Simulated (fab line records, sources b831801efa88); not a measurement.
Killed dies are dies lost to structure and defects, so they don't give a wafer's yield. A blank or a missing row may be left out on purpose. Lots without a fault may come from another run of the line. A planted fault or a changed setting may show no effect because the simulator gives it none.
fab line records | flow sky130
record lots=6 wafers=18 last_day=50
route steps=708 shown METAL2@497 VIA2@507
lots that met no fault: from a run of the same line without faults
start_h: hours from the record's first day to the start of the lot's first wafer shown | wait_h: hours since the lot's step before | " the same as in the row above | L1.1+2: a row that stands for several wafers | - no value, or no start given | * or withheld: withheld | < > ~ a bound
route shown NAME@n: a module of which the file shows steps, and the number in the route of the first | usual: mean/standard deviation of fault-free wafers | same: alike in all rows | chamber/n: place in a boat | sites: the reading at each site | _std_site: their standard deviation | _edge_site: outer sites' mean less inner sites' | radius_mm: how far each site lies from the wafer's centre | mask NAME#n: copy n | behind: the tool/chamber that last shaped the wafer | hold: why the lot was held/for how many hours/how that ended | device: the transistor (n, p or np) that didn't switch | end of line: the same wafers' tests at the end of the route | a step without rows: its recipe alone | killed: dies lost to structure and defects at the first sort, not the wafer's yield | map: a wafer's dies, x killed, . not, _ none there
set.NAME: the setting as run; set.NAME@STEP: as run at that earlier step | model.NAME: the simulator's own value behind a step, which no gauge read
lots at some steps of the route; a table a step, a row a wafer
services: from which hour (start_h, from the record's first day; less than 0 if before it) a tool's chamber was out of use, for how many hours, and why
## steps
# step SKY_METAL2_DEVELOP_14
# recipe develop_time_s=60 resist=KrF-thick dev_temp_c=21
# step SKY_METAL2_CD_MEAS_15
# recipe target_cd_nm=140
# usual cd_nm=139.7/1.1
# columns lot.wafer tool chamber start_h wait_h cd_nm
L644.2 cd_sem-01 - 815.97 - 139.1
L644.3 " - " " 139.6
L644.5 " - " " 138.5
L646.3 cd_sem-02 - 836.25 - 141.4
L646.4 " - " " 140.2
L646.6 " - " " 139.4
L654.3 cd_sem-02 - 896.32 - 139.0
L654.4 " - " " 139.3
L654.6 " - " " 139.8
L655.2 cd_sem-02 - 905.67 - 139.0
L655.3 " - " " 140.0
L655.4 " - " " 139.3
L663.2 cd_sem-02 - 969.71 - 138.6
L663.3 " - " " 138.3
L663.4 " - " " 139.9
L664.3 cd_sem-01 - 972.93 - 139.6
L664.4 " - " " 138.7
L664.6 " - " " 140.0
# step SKY_METAL2_OVL_MEAS_16
# usual METAL2_OVL=1/6.6
# columns lot.wafer tool chamber start_h wait_h METAL2_OVL[nm]
L644.2 overlay-01 - 816.08 0.1 15
L644.3 " - " " 20
L644.5 " - " " 16
L646.3 overlay-02 - 836.34 0.1 0
L646.4 " - " " -5
L646.6 " - " " -4
L654.3 overlay-02 - 896.41 0.1 -3
L654.4 " - " " 3
L654.6 " - " " -2
L655.2 overlay-02 - 905.78 0.1 11
L655.3 " - " " 11
L655.4 " - " " 8
L663.2 overlay-02 - 969.82 0.1 0
L663.3 " - " " 9
L663.4 " - " " -3
L664.3 overlay-01 - 973.02 0.1 1
L664.4 " - " " -9
L664.6 " - " " -6
# step SKY_METAL2_DESCUM_17
# recipe chemistry=O2 source_power_w=150 bias_power_w=0 pressure_mtorr=10 temp_c=40 time_s=8
# usual drypump_motor_current_A=6.1/0.32 oes_product_au=0.997/0.0068
# columns lot.wafer tool chamber start_h wait_h drypump_motor_current_A oes_product_au rf_hours_counter_h
L644.2 rie_metal-02 1 816.11 0.0 6.6 1.005 1
L644.3 " 0 " " 5.8 1.007 -
L644.5 " 1 " " 6.6 0.995 -
L646.3 rie_metal-02 0 836.37 0.0 5.8 0.998 -
L646.4 " 1 " " 6.6 1.011 -
L646.6 " 0 " " 5.8 0.989 -
L654.3 rie_metal-03 0 896.45 0.0 6.3 1.001 -
L654.4 " 1 " " 5.5 1.010 -
L654.6 " 1 " " 5.6 1.002 -
L655.2 rie_metal-03 0 905.81 0.0 6.3 0.994 14
L655.3 " 0 " " 6.3 0.991 -
L655.4 " 1 " " 5.6 1.002 -
L663.2 rie_metal-02 1 969.85 0.0 6.6 0.998 9
L663.3 " 0 " " 5.8 0.986 -
L663.4 " 1 " " 6.6 1.002 -
L664.3 rie_metal-01 0 973.06 0.0 6.2 0.986 -
L664.4 " 1 " " 6.0 0.987 -
L664.6 " 0 " " 6.2 0.991 -
# step SKY_METAL2_ETCH_18
# recipe chemistry=N2/H2 target=BARC ion_energy_ev=200 bias_w=100 pressure_mtorr=30 n2_flow_sccm=100 h2_flow_sccm=200 icp_w=500 stop_on=SiO2 time_s=45.9 target_depth_a=600
# usual drypump_motor_current_A=6.1/0.32 oes_product_au=0.855/0.0047 throttle_valve_pct=13.225/0.0091
# columns lot.wafer tool chamber start_h wait_h drypump_motor_current_A oes_product_au rf_hours_counter_h throttle_valve_pct
L644.2 rie_metal-02 1 816.14 0.0 6.6 0.849 1 13.220
L644.3 " 0 " " 5.8 0.860 - 13.225
L644.5 " 1 " " 6.6 0.862 - 13.217
L646.3 rie_metal-02 0 836.42 0.0 5.8 0.855 - 13.217
L646.4 " 1 " " 6.6 0.853 - 13.217
L646.6 " 0 " " 5.8 0.859 - 13.236
L654.3 rie_metal-03 0 896.49 0.0 6.3 0.846 - 13.241
L654.4 " 1 " " 5.6 0.865 - 13.199
L654.6 " 1 " " 5.5 0.846 - 13.205
L655.2 rie_metal-03 0 905.84 0.0 6.3 0.854 14 13.207
L655.3 " 0 " " 6.3 0.860 - 13.226
L655.4 " 1 " " 5.5 0.858 - 13.206
L663.2 rie_metal-02 1 969.88 0.0 6.6 0.856 9 13.221
L663.3 " 0 " " 5.8 0.848 - 13.220
L663.4 " 1 " " 6.6 0.855 - 13.224
L664.3 rie_metal-01 0 973.10 0.0 6.2 0.850 - 13.235
L664.4 " 1 " " 6.0 0.850 - 13.216
L664.6 " 0 " " 6.2 0.847 - 13.240
# step SKY_METAL2_METAL_ETCH_19
# recipe target_depth_a=3600 stop_on=SiO2 over_etch_frac=0.3 time_s=78 chemistry=Cl2/BCl3 resist_sidewall_deg=88 pressure_mtorr=10 icp_w=900 bias_w=48.5 Cl2_flow_sccm=60 bcl3_flow_sccm=30
# step SKY_METAL2_STRIP_20
# recipe chemistry=O2/N2 power_w=1400 pressure_mtorr=1500 platen_temp_c=withheld o2_flow_sccm=3000 n2_flow_sccm=300 overash_fraction=0.5
# step SKY_METAL2_STRIP_21
# recipe chemistry=post_etch_residue_remover time_s=1200 temp_c=72.5
# step SKY_METAL2_CLEAN_22
# recipe chemistry=IPA time_s=180 temp_c=25
# step SKY_METAL2_CLEAN_23
# recipe chemistry=O3/DIW dry=n2_spin
# step SKY_VIA2_HDPCVD_00
# recipe material=SiO2 target_thk_nm=1180 sigma_open_frac=0.3 time_s=196.7 temp_c=400 sih4_flow_sccm=60 pressure_mtorr=6
# step SKY_VIA2_THK_MEAS_01
# recipe reads=SiO2_of_VIA2_HDPCVD_00
# usual VIA2_HDPCVD_THK=1183/11
# columns lot.wafer tool chamber start_h wait_h VIA2_HDPCVD_THK[nm]
L644.2 film_metro-04 - 817.07 0.1 1171
L644.3 " - " " 1184
L644.5 " - " " 1196
L646.3 film_metro-03 - 837.35 0.1 1173
L646.4 " - " " 1174
L646.6 " - " " 1181
L654.3 film_metro-01 - 897.36 0.1 1191
L654.4 " - " " 1201
L654.6 " - " " 1191
L655.2 film_metro-01 - 906.73 0.1 1202
L655.3 " - " " 1191
L655.4 " - " " 1189
L663.2 film_metro-04 - 970.76 0.1 1188
L663.3 " - " " 1189
L663.4 " - " " 1184
L664.3 film_metro-01 - 973.97 0.1 1196
L664.4 " - " " 1177
L664.6 " - " " 1183
# step SKY_VIA2_CMP_02
# recipe material=SiO2 down_force_psi=4 platen_rpm=60 pad_velocity_m_s=0.94248
# usual edge_zone_pressure_frac=1.000/0.0047 head_pressure_psi=4.000/0.0081 motor_current_A=11.7/0.84 platen_rpm=60.00/0.04
# columns lot.wafer tool chamber start_h wait_h edge_zone_pressure_frac head_pressure_psi motor_current_A platen_rpm model.SiO2_of_VIA2_HDPCVD_00.thk_nm
L644.2 cmp-02 3 817.12 0.0 0.997 3.983 12.1 60.01 494.7
L644.3 " 1 " " 1.004 4.001 10.9 60.05 495.6
L644.5 " 0 " " 0.997 4.008 12.4 60.03 495.7
L646.4 cmp-01 0 837.93 0.6 1.000 3.996 13.4 59.86 496.5
L646.3 " 2 " " 0.994 3.992 10.9 59.94 495
L646.6 " 0 " " 1.000 4.001 12.6 59.96 496.4
L654.3 cmp-01 2 897.40 0.0 0.999 4.001 10.4 60.01 495.8
L654.4 " 3 " " 1.007 4.016 12.0 60.00 494.6
L654.6 " 3 " " 1.001 4.007 12.1 59.97 495.3
L655.2 cmp-02 3 906.78 0.0 0.996 4.017 12.7 59.97 494.5
L655.3 " 0 " " 0.998 3.988 11.6 60.06 495.3
L655.4 " 1 " " 0.992 3.992 10.9 60.06 495
L663.2 cmp-01 0 970.81 0.0 - - - - 1188
L663.3 " 1 " " - - - - 1188
L663.4 " 3 " " - - - - 1183
L664.4 cmp-01 3 974.06 0.1 - - - - 1177
L664.3 " 1 " " - - - - 1196
L664.6 " 2 " " - - - - 1184
# step SKY_VIA2_BOW_MEAS_03
# recipe mode=bow
# usual VIA2_BOW=86/6.8
# columns lot.wafer tool chamber start_h wait_h VIA2_BOW[um]
L644.2 film_metro-04 - 817.44 0.3 95
L644.3 " - " " 89
L644.5 " - " " 100
L646.3 film_metro-01 - 838.27 0.2 74
L646.4 " - " " 92
L646.6 " - " " 90
L654.3 film_metro-03 - 897.74 0.3 84
L654.4 " - " " 92
L654.6 " - " " 90
L655.2 film_metro-04 - 907.10 0.3 79
L655.3 " - " " 90
L655.4 " - " " 85
L663.2 film_metro-01 - 971.14 0.3 110
L663.3 " - " " 114
L663.4 " - " " 106
L664.3 film_metro-01 - 974.35 0.1 121
L664.4 " - " " 111
L664.6 " - " " 112
# step SKY_VIA2_DEHYDRATE_04
# recipe temp_c=200 time_s=60
# step SKY_VIA2_HMDS_05
# recipe prime_time_s=60 prime_temp_c=120
# step SKY_VIA2_COAT_06
# recipe resist=BARC temp_c=withheld time_s=withheld spin_rpm=3000 resist_thk_nm=60
# step SKY_VIA2_COAT_07
# recipe resist=KrF-thick spin_rpm=3000 resist_thk_nm=450
# step SKY_VIA2_SOFTBAKE_08
# recipe temp_c=100 time_s=90 resist=KrF-thick
# step SKY_VIA2_EXPOSE_09
# recipe mask_id=VIM2 na=0.8 source_shape=annular sigma_inner=0.55 sigma_outer=0.85 target_cd_nm=200 dose_mj=38
# step SKY_VIA2_PEB_10
# recipe peb_temp_c=withheld peb_time_s=withheld resist=KrF-thick
# step SKY_VIA2_DEVELOP_11
# recipe develop_time_s=60 resist=KrF-thick dev_temp_c=21
# step SKY_VIA2_CD_MEAS_12
# recipe target_cd_nm=200
# usual cd_nm=200.5/1.4
# columns lot.wafer tool chamber start_h wait_h cd_nm
L644.2 cd_sem-02 - 844.20 - 199.3
L644.3 " - " " 199.4
L644.5 " - " " 200.5
L646.3 cd_sem-01 - 864.60 - 199.4
L646.4 " - " " 199.6
L646.6 " - " " 199.5
L654.3 cd_sem-02 - 922.61 - 202.2
L654.4 " - " " 201.5
L654.6 " - " " 200.7
L655.2 cd_sem-02 - 932.85 - 199.9
L655.3 " - " " 201.0
L655.4 " - " " 200.1
L663.2 cd_sem-01 - 994.87 - 203.8
L663.3 " - " " 203.2
L663.4 " - " " 203.6
L664.3 cd_sem-01 - 998.02 - 203.0
L664.4 " - " " 204.7
L664.6 " - " " 203.0
# step SKY_VIA2_OVL_MEAS_13
# usual VIA2_OVL=2/5.7
# columns lot.wafer tool chamber start_h wait_h VIA2_OVL[nm]
L644.2 overlay-02 - 844.31 0.1 -3
L644.3 " - " " -4
L644.5 " - " " -4
L646.3 overlay-01 - 864.69 0.1 -8
L646.4 " - " " -2
L646.6 " - " " -8
L654.3 overlay-02 - 922.71 0.1 -5
L654.4 " - " " 6
L654.6 " - " " 3
L655.2 overlay-01 - 932.96 0.1 2
L655.3 " - " " 12
L655.4 " - " " -1
L663.2 overlay-02 - 994.98 0.1 6
L663.3 " - " " 5
L663.4 " - " " 7
L664.3 overlay-01 - 998.11 0.1 1
L664.4 " - " " 1
L664.6 " - " " -7
# step SKY_VIA2_ETCH_14
# recipe chemistry=N2/H2 target=BARC ion_energy_ev=200 source_w=500 bias_w=100 pressure_mtorr=30 n2_flow_sccm=100 h2_flow_sccm=200 stop_on=SiO2 time_s=45.9 target_depth_a=600
# usual drypump_motor_current_A=5.57/0.27 oes_product_au=0.855/0.005 throttle_valve_pct=13.226/0.0082
# columns lot.wafer tool chamber start_h wait_h drypump_motor_current_A oes_product_au rf_hours_counter_h throttle_valve_pct
L644.2 rie_diel-03 1 844.34 0.0 5.39 0.860 15 13.217
L644.3 " 3 " " 5.58 0.858 23 13.224
L644.5 " 3 " " 5.59 0.846 - 13.223
L646.3 rie_diel-01 3 864.71 0.0 5.48 0.847 6 13.221
L646.4 " 2 " " 5.67 0.853 - 13.240
L646.6 " 3 " " 5.47 0.853 - 13.207
L654.3 rie_diel-02 1 922.73 0.0 5.08 0.861 25 13.217
L654.4 " 2 " " 6.02 0.848 11 13.228
L654.6 " 0 " " 5.22 0.857 - 13.215
L655.2 rie_diel-01 0 932.99 0.0 6.00 0.858 2 13.218
L655.3 " 2 " " 5.69 0.860 7 13.229
L655.4 " 3 " " 5.50 0.857 7 13.241
L663.2 rie_diel-02 0 995.01 0.0 5.24 0.845 9 13.234
L663.3 " 1 " " 5.02 0.850 27 13.238
L663.4 " 2 " " 6.03 0.855 12 13.202
L664.3 rie_diel-03 2 998.14 0.0 5.55 0.854 16 13.233
L664.4 " 1 " " 5.39 0.859 21 13.215
L664.6 " 0 " " 5.75 0.859 - 13.229
# step SKY_VIA2_ETCH_15
# recipe target=SiO2 chemistry=C4F8/O2/Ar target_depth_nm=546 stop_on=TiN mask_material=KrF-thick source_w=1500 bias_w=1200 pressure_mtorr=40 c4f8_flow_sccm=withheld O2_flow_sccm=6 Ar_flow_sccm=300 time_s=84
# usual oes_product_au=0.940/0.0048
# columns lot.wafer tool chamber start_h wait_h oes_product_au rf_hours_counter_h model.VIA2.feature_depth_nm model.etch.depth_nm
L644.2 rie_diel-03 1 844.38 0.0 0.934 15 494.7 494.7
L644.3 " 3 " " 0.938 23 495.6 495.6
L644.5 " 3 " " 0.946 - 495.7 495.7
L646.3 rie_diel-01 3 864.76 0.0 0.941 6 495 495
L646.4 " 2 " " 0.941 - 496.5 496.5
L646.6 " 3 " " 0.938 - 496.4 496.4
L654.3 rie_diel-02 1 922.77 0.0 0.936 25 495.8 495.8
L654.4 " 2 " " 0.945 11 494.6 494.6
L654.6 " 0 " " 0.941 - 495.3 495.3
L655.2 rie_diel-01 0 933.03 0.0 0.938 2 494.5 494.5
L655.3 " 2 " " 0.944 7 495.3 495.3
L655.4 " 3 " " 0.939 7 495 495
L663.2 rie_diel-02 0 995.05 0.0 1.650 9 555.1 555.1
L663.3 " 1 " " 1.654 27 558.1 558.1
L663.4 " 2 " " 1.638 13 551.4 551.4
L664.3 rie_diel-03 2 998.18 0.0 1.621 16 544.9 544.9
L664.4 " 1 " " 1.626 21 546.3 546.3
L664.6 " 0 " " 1.617 - 543.2 543.2
# step SKY_VIA2_STRIP_16
# recipe chemistry=O2/N2 power_w=1400 pressure_mtorr=1500 platen_temp_c=withheld o2_flow_sccm=3000 n2_flow_sccm=300 overash_fraction=0.5
# step SKY_VIA2_STRIP_17
# recipe chemistry=post_etch_residue_remover time_s=1200 temp_c=72.5
# step SKY_VIA2_CLEAN_18
# recipe chemistry=IPA time_s=180 temp_c=25
# step SKY_VIA2_CLEAN_19
# recipe chemistry=O3/DIW dry=n2_spin
# step SKY_VIA2_SPUTTER_20
# recipe material=TiN target_thk_nm=20 chamber_pressure_pa=5 power_w=4000 time_s=80
# usual throttle_valve_pct=30.4/1.4
# columns lot.wafer tool chamber start_h wait_h throttle_valve_pct
L644.2 pvd_sputter-02 - 845.04 0.0 30.6
L644.3 " - " " 32.3
L644.5 " - " " 29.0
L646.3 pvd_sputter-03 - 865.41 0.0 30.7
L646.4 " - " " 32.5
L646.6 " - " " 29.7
L654.3 pvd_sputter-01 - 923.43 0.0 28.7
L654.4 " - " " 29.2
L654.6 " - " " 30.4
L655.2 pvd_sputter-02 - 933.68 0.0 33.0
L655.3 " - " " 30.5
L655.4 " - " " 29.0
L663.2 pvd_sputter-03 - 995.71 0.0 28.6
L663.3 " - " " 32.3
L663.4 " - " " 29.8
L664.3 pvd_sputter-01 - 998.83 0.0 29.8
L664.4 " - " " 29.9
L664.6 " - " " 30.0
# step SKY_VIA2_CVD_21
# recipe material=W target_thk_nm=420 time_s=126.4 temp_c=400 pressure_torr=40
# usual heater_power_w=891/59
# columns lot.wafer tool chamber start_h wait_h heater_power_w
L644.2 cvd_w-01 1 845.10 0.0 862
L644.3 " 0 " " 928
L644.5 " 1 " " 867
L646.3 cvd_w-01 1 865.52 0.1 880
L646.4 " 0 " " 944
L646.6 " 1 " " 885
L654.3 cvd_w-02 1 923.54 0.1 882
L654.4 " 0 " " 952
L654.6 " 0 " " 964
L655.2 cvd_w-02 0 933.74 0.0 949
L655.3 " 0 " " 966
L655.4 " 1 " " 869
L663.2 cvd_w-02 1 995.77 0.0 876
L663.3 " 1 " " 876
L663.4 " 0 " " 967
L664.3 cvd_w-01 0 998.94 0.1 914
L664.4 " 1 " " 768
L664.6 " 1 " " 788
# step SKY_VIA2_CMP_24
# recipe stop_on=SiO2 t_overpolish_s=20 down_force_psi=3.5 platen_rpm=60 target_thk_nm=0 pad_velocity_m_s=0.94248
# usual edge_zone_pressure_frac=1.000/0.005 head_pressure_psi=3.500/0.0068 motor_current_A=10.7/0.67 platen_rpm=59.99/0.036
# columns lot.wafer tool chamber start_h wait_h edge_zone_pressure_frac head_pressure_psi motor_current_A platen_rpm model.SiO2_of_VIA2_HDPCVD_00.thk_nm
L644.2 cmp-01 3 845.51 0.1 0.994 3.498 11.1 59.93 490.3
L644.3 " 0 " " 1.008 3.497 12.1 59.99 491.2
L644.5 " 2 " " 1.007 3.513 9.9 59.98 491.3
L646.3 cmp-01 2 865.83 0.1 0.999 3.497 10.6 59.98 490.6
L646.4 " 0 " " 1.001 3.500 12.5 60.04 492.1
L646.6 " 2 " " 1.004 3.504 9.9 59.99 492
L654.3 cmp-01 2 923.86 0.1 0.993 3.493 10.3 60.06 491.4
L654.4 " 3 " " 1.006 3.500 10.9 59.98 490.2
L654.6 " 2 " " 0.991 3.496 10.1 59.98 490.9
L655.3 cmp-02 1 934.05 0.0 1.000 3.500 10.0 60.01 490.9
L655.2 " 3 " " 1.001 3.488 11.1 59.95 490.1
L655.4 " 0 " " 0.997 3.493 11.1 59.98 490.6
L663.3 cmp-02 1 996.08 0.0 1.006 3.500 9.8 60.02 1184
L663.2 " 3 " " 0.999 3.506 10.9 59.93 1184
L663.4 " 0 " " 0.995 3.505 10.2 59.95 1179
L664.3 cmp-02 1 999.26 0.1 1.001 3.499 9.7 60.00 1192
L664.4 " 2 " " 0.999 3.498 10.7 59.99 1172
L664.6 " 1 " " 0.997 3.493 9.8 59.97 1180
## services
# columns tool chamber start_h hours kind
rie_diel-02 2 806.24 23.3 repair
rie_metal-01 - 810.29 0.5 repair
pvd_sputter-01 - 821.99 3.1 repair
cmp-02 - 834.53 3.8 repair
cvd_w-01 1 837.48 6.4 repair
pvd_sputter-01 - 843.82 2.5 repair
cmp-01 - 849.31 3.4 repair
cmp-01 - 861.18 0.8 repair
pvd_sputter-02 - 882.17 6.3 repair
cvd_w-01 0 890.54 3.4 repair
cmp-02 - 895.50 4.1 pm
rie_diel-01 0 899.64 4.7 repair
cmp-01 - 900.53 0.6 repair
pvd_sputter-03 - 901.97 4.1 repair
rie_diel-01 2 903.55 2.1 repair
cvd_w-01 - 904.00 14.0 pm
rie_diel-01 - 911.74 14.6 pm
cmp-02 - 912.14 4.0 pm
cvd_w-01 - 933.00 6.0 pm
cmp-01 - 943.29 0.4 repair
cmp-01 - 947.81 7.6 repair
cmp-01 - 956.24 6.8 pm
rie_diel-03 2 982.33 4.8 repair
rie_metal-03 - 996.96 28.1 pm
## key
first_sign step=SKY_VIA2_CMP_02 reading=tool_record direction=missing
effect step=SKY_VIA2_BOW_MEAS_03 reading=VIA2_BOW direction=up sigmas=3.9 usual=86 struck=113
effect step=SKY_VIA2_ETCH_15 reading=oes_product_au direction=up sigmas=99+ usual=0.940 struck=1.634
model_effect step=SKY_VIA2_CMP_02 value=SiO2_of_VIA2_HDPCVD_00.thk_nm without=494.3 struck=1186
model_effect step=SKY_VIA2_ETCH_15 value=VIA2.feature_depth_nm without=494.3 struck=549.8
model_effect step=SKY_VIA2_CMP_24 value=SiO2_of_VIA2_HDPCVD_00.thk_nm without=489.9 struck=1182
met_at SKY_VIA2_CMP_02
struck_wafers L663.2,L663.3,L663.4,L664.3,L664.4,L664.6
later_rows_left_out L663.2,L663.3,L663.4,L664.3,L664.4,L664.6
sort_left_out L663.2,L663.3,L663.4,L664.3,L664.4,L664.6
onset_between 897.40 970.81
fault kind=skipped_step_whole tool=cmp-01 chamber=- onset_h=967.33 steps=SKY_VIA2_CMP_02 scope=struck_lots_only
# sort_left_out: the simulated sort isn't trusted on such a fault, so these wafers' sort isn't shown, and their yield isn't known
# later_rows_left_out: the simulator's readings of these wafers behind a module that went badly wrong aren't trusted and aren't shown, but for the sort
